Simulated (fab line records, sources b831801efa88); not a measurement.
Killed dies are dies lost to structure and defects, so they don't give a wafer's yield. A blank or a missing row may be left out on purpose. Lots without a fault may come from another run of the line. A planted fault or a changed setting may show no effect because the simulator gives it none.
Which tool did it? | flow sky130 | 13 lots, 39 wafers sampled, at 4 steps of a route of 708

WHAT THE GAUGES READ, wafer by wafer
SKY_VT_ADJUST_LVTN_TW_MEAS_10. Usual: VT_ADJUST_LVTN_TW 243.8, standard deviation 1.2.
lot  | measured     | on            | VT_ADJUST_LVTN_TW | flag
L114 | day 7 04:30  | film_metro-02 | 246.1 244.4 245.3 |
L115 | day 7 09:00  | film_metro-01 | 245.2 244.1 245.7 |
L117 | day 7 17:01  | film_metro-01 | 244.6 243.8 243.6 |
L119 | day 8 12:13  | film_metro-02 | 242.0 243.8 244.6 |
L120 | day 8 15:49  | film_metro-03 | 244.1 244.2 244.6 |
L122 | day 9 08:08  | film_metro-01 | 242.8 241.8 242.3 |
L123 | day 9 09:40  | film_metro-03 | 241.8 243.3 242.9 |
L124 | day 9 10:23  | film_metro-02 | 242.3 242.8 242.3 |
L125 | day 9 11:19  | film_metro-03 | 241.6 243.8 244.2 |
L129 | day 10 15:40 | film_metro-03 | 242.4 244.6 243.2 |
L134 | day 12 11:05 | film_metro-01 | 243.7 244.0 243.7 |
L135 | day 13 06:28 | film_metro-01 | 244.5 244.9 244.7 |
L137 | day 13 15:29 | film_metro-02 | 240.7 241.7 242.0 |

SKY_LDD_N_OVL_MEAS_07. Usual: LDD_N_OVL -0.4 nm, standard deviation 1.4.
lot  | measured     | on         | LDD_N_OVL (nm) | flag
L114 | day 17 16:46 | overlay-02 | 1.0 -0.8 1.5   |
L115 | day 18 01:57 | overlay-01 | 0.5 1.3 1.2    |
L117 | day 18 20:17 | overlay-02 | -1.1 -2.1 -1.4 |
L119 | day 19 21:02 | overlay-01 | 0.5 0.7 -0.6   |
L120 | day 20 00:23 | overlay-02 | 0.5 0.3 -0.6   |
L122 | day 21 06:21 | overlay-01 | -1.5 -0.5 -0.1 |
L123 | day 21 11:44 | overlay-01 | 1.4 0.1 -0.7   |
L124 | day 21 07:41 | overlay-02 | -1.8 -2.4 -1.8 |
L125 | day 21 12:23 | overlay-01 | 0.4 0.9 1.4    |
L129 | day 22 23:46 | overlay-01 | -0.3 -0.6 -0.8 |
L134 | day 25 02:20 | overlay-02 | 1.8 1.0 1.0    |
L135 | day 25 22:17 | overlay-02 | -1.0 -0.3 -0.5 |
L137 | day 26 12:17 | overlay-01 | -1.9 -0.3 -0.6 |

WHICH TOOL RAN EACH LOT (tool, then ch and the chambers of the sampled wafers, then the start)
lot  | SKY_NWELL_RTA_28                 | SKY_GATE_OXIDE_EXPOSE_07
L114 | rtp_anneal-02 ch 0, day 5 14:08  | iline_stepper-01 ch 0, day 13 11:32
L115 | rtp_anneal-01 ch 0, day 5 19:07  | iline_stepper-01 ch 0, day 13 15:59
L117 | rtp_anneal-01 ch 0, day 6 02:23  | iline_stepper-01 ch 0, day 14 08:32
L119 | rtp_anneal-02 ch 0, day 6 20:32  | iline_stepper-01 ch 0, day 15 03:05
L120 | rtp_anneal-01 ch 0, day 7 00:39  | iline_stepper-01 ch 0, day 15 07:45
L122 | rtp_anneal-02 ch 0, day 7 10:04  | iline_stepper-02 ch 0, day 16 07:46
L123 | rtp_anneal-01 ch 0, day 7 14:28  | iline_stepper-02 ch 0, day 16 15:36
L124 | rtp_anneal-01 ch 0, day 7 18:22  | iline_stepper-02 ch 0, day 16 15:01
L125 | rtp_anneal-01 ch 0, day 7 23:47  | iline_stepper-02 ch 0, day 16 15:17
L129 | rtp_anneal-02 ch 0, day 8 23:53  | iline_stepper-01 ch 0, day 18 03:12
L134 | rtp_anneal-01 ch 0, day 10 10:14 | iline_stepper-02 ch 0, day 20 08:47
L135 | rtp_anneal-02 ch 0, day 11 05:50 | iline_stepper-02 ch 0, day 21 06:57
L137 | rtp_anneal-01 ch 0, day 11 13:14 | iline_stepper-02 ch 0, day 21 18:53
- SKY_NWELL_RTA_28: time 30 s.
- SKY_GATE_OXIDE_EXPOSE_07: exposes mask LVOM, target cd 600 nm.

WHAT THE TOOLS THEMSELVES READ (means of the sampled wafers that have a number; where no wafer has one, the mark that the record gives instead)
SKY_NWELL_RTA_28. Usual: lamp_power_pct 25.31 %, standard deviation 0.055; wafer_temp_C_max 1054.8, standard deviation 0.87.
lot  | tool          | lamp_power_pct (%) | wafer_temp_C_max | flag
L114 | rtp_anneal-02 | 25.30              | 1055.7           |
L115 | rtp_anneal-01 | 25.29              | 1055.1           |
L117 | rtp_anneal-01 | 25.33              | 1054.2           |
L119 | rtp_anneal-02 | 25.30              | 1054.5           |
L120 | rtp_anneal-01 | 25.30              | 1055.1           |
L122 | rtp_anneal-02 | 25.28              | 1054.6           |
L123 | rtp_anneal-01 | 25.36              | 1055.7           |
L124 | rtp_anneal-01 | 25.26              | 1054.3           |
L125 | rtp_anneal-01 | 25.30              | 1054.3           |
L129 | rtp_anneal-02 | 25.35              | 1055.0           |
L134 | rtp_anneal-01 | 25.34              | 1054.5           |
L135 | rtp_anneal-02 | 25.28              | 1054.3           |
L137 | rtp_anneal-01 | 25.25              | 1056.0           |

SKY_GATE_OXIDE_EXPOSE_07. Usual: exposure_dose_mJ_cm2 170.00, standard deviation 0.18.
lot  | tool             | exposure_dose_mJ_cm2 | flag
L114 | iline_stepper-01 | 169.96               |
L115 | iline_stepper-01 | 169.81               |
L117 | iline_stepper-01 | 169.95               |
L119 | iline_stepper-01 | 169.83               |
L120 | iline_stepper-01 | 170.01               |
L122 | iline_stepper-02 | 169.90               |
L123 | iline_stepper-02 | 170.05               |
L124 | iline_stepper-02 | 169.97               |
L125 | iline_stepper-02 | 170.08               |
L129 | iline_stepper-01 | 170.16               |
L134 | iline_stepper-02 | 169.80               |
L135 | iline_stepper-02 | 170.09               |
L137 | iline_stepper-02 | 170.16               |

THE ANSWER, worked out from the rows above alone
Rule: a lot is off if the mean of its wafers that have a number lies more than 3 standard deviations from the usual mean. A lot without any number at a reading at which 4 lots or more have one is off too. The other lots that the step has rows for count as sound. The gauges are gone through in route order, then the tools' own readings, and for those a lot's mean is taken as printed above. The first step at which some lot is off is used, and at that step the reading that is off furthest; a lot without a number counts as furthest.
No lot is off at any reading shown: from this, nothing can be told.

WHAT THE SIMULATOR HAD PUT IN
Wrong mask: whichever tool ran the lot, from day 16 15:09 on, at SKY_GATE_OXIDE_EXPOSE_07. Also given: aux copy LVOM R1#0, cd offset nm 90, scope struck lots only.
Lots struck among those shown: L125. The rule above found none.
